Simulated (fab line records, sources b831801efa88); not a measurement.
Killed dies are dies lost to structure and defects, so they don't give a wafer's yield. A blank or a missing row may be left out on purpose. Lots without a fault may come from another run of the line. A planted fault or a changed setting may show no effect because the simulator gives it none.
Which tool did it? | flow gf180mcu | 12 lots, 36 wafers sampled, at 6 steps of a route of 602

WHAT THE GAUGES READ, wafer by wafer
GF_PASSIVATION_THK_MEAS_03.
lot  | measured     | on            | PASSIVATION_CVD_02_THK (nm)
L076 | day 28 16:34 | film_metro-01 | 687 703 693
L077 | day 29 11:17 | film_metro-02 | 692 708 713
L079 | day 30 01:14 | film_metro-02 | 694 710 700
L080 | day 30 13:25 | film_metro-01 | 694 706 700
L083 | day 31 03:11 | film_metro-04 | 691 690 708
L085 | day 31 16:56 | film_metro-04 | 694 707 710
L087 | day 32 02:41 | film_metro-01 | 683 692 683
L089 | day 32 12:52 | film_metro-04 | 710 687 714
L091 | day 33 03:41 | film_metro-02 | 705 714 711
L093 | day 33 07:46 | film_metro-02 | 699 711 707
L095 | day 33 18:05 | film_metro-04 | 708 700 711
L097 | day 34 07:16 | film_metro-04 | 687 699 707

WHICH TOOL RAN EACH LOT (tool, then ch and the chambers of the sampled wafers, then the start)
lot  | GF_M2_METAL_ETCH_16               | GF_MIM_SPUTTER_09            | GF_M5_STRIP_11                       | GF_V5_ETCH_17                                 | GF_V5_STRIP_18
L076 | rie_metal-01 ch 0,1, day 19 19:58 | pvd_sputter-04, day 25 01:41 | plasma_asher-04 ch 0,1, day 26 20:49 | rie_diel-02 ch 0,2,3, day 27 18:19 or earlier | plasma_asher-04 ch 0,1, day 27 18:19
L077 | rie_metal-04 ch 0,1, day 20 17:51 | pvd_sputter-02, day 25 21:49 | plasma_asher-01 ch 0,1, day 27 15:38 | rie_diel-03 ch 0,1, day 28 13:08 or earlier   | plasma_asher-01 ch 0,1, day 28 13:08
L079 | rie_metal-01 ch 0,1, day 21 14:02 | pvd_sputter-04, day 26 14:03 | plasma_asher-01 ch 0,1, day 28 06:47 | rie_diel-02 ch 0,1, day 29 03:57 or earlier   | plasma_asher-04 ch 0,1, day 29 03:57
L080 | rie_metal-01 ch 0,1, day 22 03:16 | pvd_sputter-01, day 27 02:11 | plasma_asher-04 ch 0,1, day 28 18:44 | rie_diel-02 ch 0,1,3, day 29 15:28 or earlier | plasma_asher-01 ch 0,1, day 29 15:28
L083 | rie_metal-03 ch 0,1, day 22 21:39 | pvd_sputter-01, day 27 18:13 | plasma_asher-02 ch 0,1, day 29 09:38 | rie_diel-03 ch 1,2,3, day 30 06:05 or earlier | plasma_asher-04 ch 0,1, day 30 06:05
L085 | rie_metal-01 ch 0,1, day 23 14:48 | pvd_sputter-04, day 28 10:41 | plasma_asher-01 ch 0,1, day 30 00:42 | rie_diel-03 ch 0,3, day 30 20:26 or earlier   | plasma_asher-01 ch 0,1, day 30 20:26
L087 | rie_metal-01 ch 0,1, day 24 02:53 | pvd_sputter-01, day 28 20:12 | plasma_asher-04 ch 0,1, day 30 10:38 | rie_diel-02 ch 0,1,2, day 31 06:23 or earlier | plasma_asher-04 ch 0,1, day 31 06:23
L089 | rie_metal-03 ch 0,1, day 24 18:14 | pvd_sputter-04, day 29 08:12 | plasma_asher-01 ch 0,1, day 30 22:34 | rie_diel-02 ch 0,2,3, day 31 17:38 or earlier | plasma_asher-04 ch 0,1, day 31 17:38
L091 | rie_metal-03 ch 0,1, day 25 11:43 | pvd_sputter-04, day 30 01:46 | plasma_asher-02 ch 0,1, day 31 14:09 | rie_diel-01 ch 0,1,3, day 32 08:29 or earlier | plasma_asher-01 ch 0,1, day 32 08:29
L093 | rie_metal-03 ch 0,1, day 25 18:35 | pvd_sputter-02, day 30 06:56 | plasma_asher-04 ch 0,1, day 31 19:07 | rie_diel-03 ch 1,2,3, day 32 13:36 or earlier | plasma_asher-01 ch 1, day 32 13:36
L095 | rie_metal-01 ch 0,1, day 26 07:21 | pvd_sputter-04, day 30 18:53 | plasma_asher-04 ch 0, day 32 06:14   | rie_diel-01 ch 0,1,2, day 32 23:45 or earlier | plasma_asher-04 ch 1, day 32 23:45
L097 | rie_metal-04 ch 0,1, day 27 01:23 | pvd_sputter-04, day 31 10:01 | plasma_asher-01 ch 0,1, day 32 19:32 | rie_diel-02 ch 0,1,3, day 33 12:50 or earlier | plasma_asher-04 ch 0,1, day 33 12:50
- GF_M2_METAL_ETCH_16: etches the open film in Cl2/BCl3, stops on SiO2, target depth 627.5 nm, time 104.6 s.
- GF_MIM_SPUTTER_09: material TiN, target thk 35 nm, time 29.2 s.
- GF_M5_STRIP_11: strips in O2/N2.
- GF_V5_ETCH_17: etches SiO2 in C4F8/O2/Ar, stops on TiN, target depth 855 nm.
- GF_V5_STRIP_18: strips in O2/N2.

THE ANSWER, worked out from the rows above alone
Rule: what is usual is taken from the lots themselves. Put in order of their means at a reading, lots are off if they are a third of the lots or fewer, leave a main group of 4 or more, and stand apart from it by a gap of 3 or more times the standard deviation of the main group's means; of several such gaps the widest counts. A main group whose means are all the same, to the digits that the tables above print for the reading, isn't used. A lot without any number at a reading at which 4 lots or more have one is off too. The other lots that the step has rows for count as sound.
No lot is off at any reading shown: from this, nothing can be told.

WHAT THE SIMULATOR HAD PUT IN
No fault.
